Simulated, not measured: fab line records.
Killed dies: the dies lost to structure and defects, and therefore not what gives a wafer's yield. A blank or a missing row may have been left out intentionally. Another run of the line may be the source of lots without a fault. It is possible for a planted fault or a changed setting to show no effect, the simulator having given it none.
Which of the tools did it?    flow sky130    Sampling: 11 lots, 33 wafers, 4 of 708 route steps

WHAT THE GAUGES SHOWED, per wafer
SKY_VIA1_OVL_MEAS_13. Usual: VIA1_OVL typically reads 1 nm, with standard deviation 5.
lot   measured      on          VIA1_OVL (nm)  flag
L827  day 35 07:53  overlay-01  -10 -2 -6      
L826  day 35 09:33  overlay-02  0 2 4          
L828  day 35 12:23  overlay-01  -2 0 -7        
L830  day 35 23:15  overlay-01  -4 -5 2        
L831  day 36 08:55  overlay-02  -4 7 6         
L836  day 37 18:15  overlay-02  2 1 -1         
L837  day 37 23:40  overlay-01  30 32 31       OFF
L841  day 38 20:19  overlay-01  34 40 35       OFF
L844  day 39 18:25  overlay-02  10 13 6        
L845  day 40 02:29  overlay-02  -5 8 0         
L847  day 40 22:32  overlay-02  7 5 -9         

WHAT TOOL EACH LOT RAN ON (gives the tool, then ch and the chambers of the sampled wafers, and finally the start)
lot   SKY_METAL1_DESCUM_17               SKY_METAL1_METAL_ETCH_19           SKY_VIA1_EXPOSE_09
L827  rie_metal-02 ch 0,1, day 34 04:00  rie_metal-02 ch 0,1, day 34 04:05  krf_scanner-02 ch 0, day 34 17:52
L826  rie_metal-01 ch 1, day 34 06:04    rie_metal-01 ch 1, day 34 06:10    krf_scanner-02 ch 0, day 34 20:14
L828  rie_metal-04 ch 0,1, day 34 08:05  rie_metal-04 ch 0,1, day 34 08:11  krf_scanner-01 ch 0, day 34 22:29
L830  rie_metal-02 ch 0,1, day 34 19:15  rie_metal-02 ch 0,1, day 34 19:20  krf_scanner-01 ch 0, day 35 10:47
L831  rie_metal-01 ch 1, day 35 04:51    rie_metal-01 ch 1, day 35 04:56    krf_scanner-02 ch 0, day 35 18:38
L836  rie_metal-01 ch 1, day 36 13:48    rie_metal-01 ch 1, day 36 13:59    krf_scanner-02 ch 0, day 37 04:29
L837  rie_metal-02 ch 0,1, day 36 18:55  rie_metal-02 ch 0,1, day 36 19:03  krf_scanner-02 ch 0, day 37 10:20
L841  rie_metal-02 ch 0, day 37 17:28    rie_metal-02 ch 0, day 37 17:34    krf_scanner-02 ch 0, day 38 07:17
L844  rie_metal-01 ch 0,1, day 38 16:38  rie_metal-01 ch 0,1, day 38 16:44  krf_scanner-01 ch 0, day 39 05:10
L845  rie_metal-01 ch 0,1, day 38 23:21  rie_metal-01 ch 0,1, day 38 23:26  krf_scanner-01 ch 0, day 39 13:00
L847  rie_metal-04 ch 0,1, day 39 20:16  rie_metal-04 ch 0,1, day 39 20:22  krf_scanner-01 ch 0, day 40 09:33
- SKY_METAL1_DESCUM_17: chemistry O2, time 8 s.
- SKY_METAL1_METAL_ETCH_19: etches the open film in Cl2/BCl3, stops on SiO2, target depth 360 nm, time 78 s.
- SKY_VIA1_EXPOSE_09: exposes mask VIM, target cd 150 nm.

WHAT THE TOOLS THEMSELVES READ (means of the sampled wafers that have a number; where no wafer has one, the mark that the record gives instead)
SKY_METAL1_DESCUM_17. Usual: drypump_motor_current_A 5.82 A, standard deviation 0.29; oes_product_au 0.996 a.u., standard deviation 0.013; temp_c 40.01 C, standard deviation 0.11.
lot   tool          drypump_motor_current_A (A)  oes_product_au (a.u.)  temp_c (C)  flag
L827  rie_metal-02  5.81                         1.007                  39.97       
L826  rie_metal-01  6.02                         0.983                  39.99       
L828  rie_metal-04  5.69                         0.987                  40.11       
L830  rie_metal-02  6.06                         1.002                  40.10       
L831  rie_metal-01  6.02                         0.986                  39.91       
L836  rie_metal-01  6.03                         0.991                  39.98       
L837  rie_metal-02  5.81                         1.002                  39.96       
L841  rie_metal-02  6.30                         0.996                  40.05       
L844  rie_metal-01  5.85                         0.989                  40.11       
L845  rie_metal-01  5.67                         0.998                  39.96       
L847  rie_metal-04  5.70                         0.995                  39.94       

SKY_METAL1_METAL_ETCH_19. Usual: bcl3_flow_sccm 30.00 sccm, standard deviation 0.086; drypump_motor_current_A 5.82 A, standard deviation 0.29; oes_product_au 0.853 a.u., standard deviation 0.0064; throttle_valve_pct 22.265 %, standard deviation 0.0094.
lot   tool          bcl3_flow_sccm (sccm)  drypump_motor_current_A (A)  oes_product_au (a.u.)  throttle_valve_pct (%)  flag
L827  rie_metal-02  29.92                  5.81                         0.856                  22.270                  
L826  rie_metal-01  29.93                  6.03                         0.856                  22.266                  
L828  rie_metal-04  29.99                  5.69                         0.860                  22.268                  
L830  rie_metal-02  29.98                  6.06                         0.854                  22.257                  
L831  rie_metal-01  29.88                  6.03                         0.858                  22.264                  
L836  rie_metal-01  30.13                  6.03                         0.851                  22.263                  
L837  rie_metal-02  30.07                  5.82                         0.857                  22.266                  
L841  rie_metal-02  30.10                  6.31                         0.854                  22.269                  
L844  rie_metal-01  30.10                  5.85                         0.856                  22.277                  
L845  rie_metal-01  30.10                  5.66                         0.854                  22.264                  
L847  rie_metal-04  30.03                  5.69                         0.850                  22.265                  

SKY_VIA1_EXPOSE_09. Usual: exposure_dose_mJ_cm2 reads 37.92 (standard deviation 0.041).
lot   tool            exposure_dose_mJ_cm2  flag
L827  krf_scanner-02  37.98                 
L826  krf_scanner-02  37.98                 
L828  krf_scanner-01  37.96                 
L830  krf_scanner-01  37.97                 
L831  krf_scanner-02  37.92                 
L836  krf_scanner-02  37.93                 
L837  krf_scanner-02  37.97                 
L841  krf_scanner-02  37.92                 
L844  krf_scanner-01  37.90                 
L845  krf_scanner-01  37.92                 
L847  krf_scanner-01  37.88                 

THE ANSWER, worked out from the rows above alone
Rule: a lot counts as off when the mean over its wafers that have a number is more than 3 standard deviations away from the usual mean. A lot without any number at a reading at which 4 lots or more have one is off too. All remaining lots with rows at the step are treated as sound. First the gauges in route order, then the tools' own readings, where a lot's mean is used as printed above. At the first step where some lot is off, the reading lying furthest off is the one used; lots without a number count as furthest.
Off: L837, L841, at SKY_VIA1_OVL_MEAS_13 (VIA1_OVL).
If a tool, at a process step before that reading, ran all the lots that are off and no sound lot after the first of them, it fits. Those tools and the gauges at SKY_VIA1_OVL_MEAS_13 are tried in the same way. Can't be told from this: 3 tools fit, rie_metal-02 at SKY_METAL1_DESCUM_17 and SKY_METAL1_METAL_ETCH_19, krf_scanner-02 at SKY_VIA1_EXPOSE_09, overlay-01 at SKY_VIA1_OVL_MEAS_13.

WHAT HAD BEEN PUT IN BY THE SIMULATOR
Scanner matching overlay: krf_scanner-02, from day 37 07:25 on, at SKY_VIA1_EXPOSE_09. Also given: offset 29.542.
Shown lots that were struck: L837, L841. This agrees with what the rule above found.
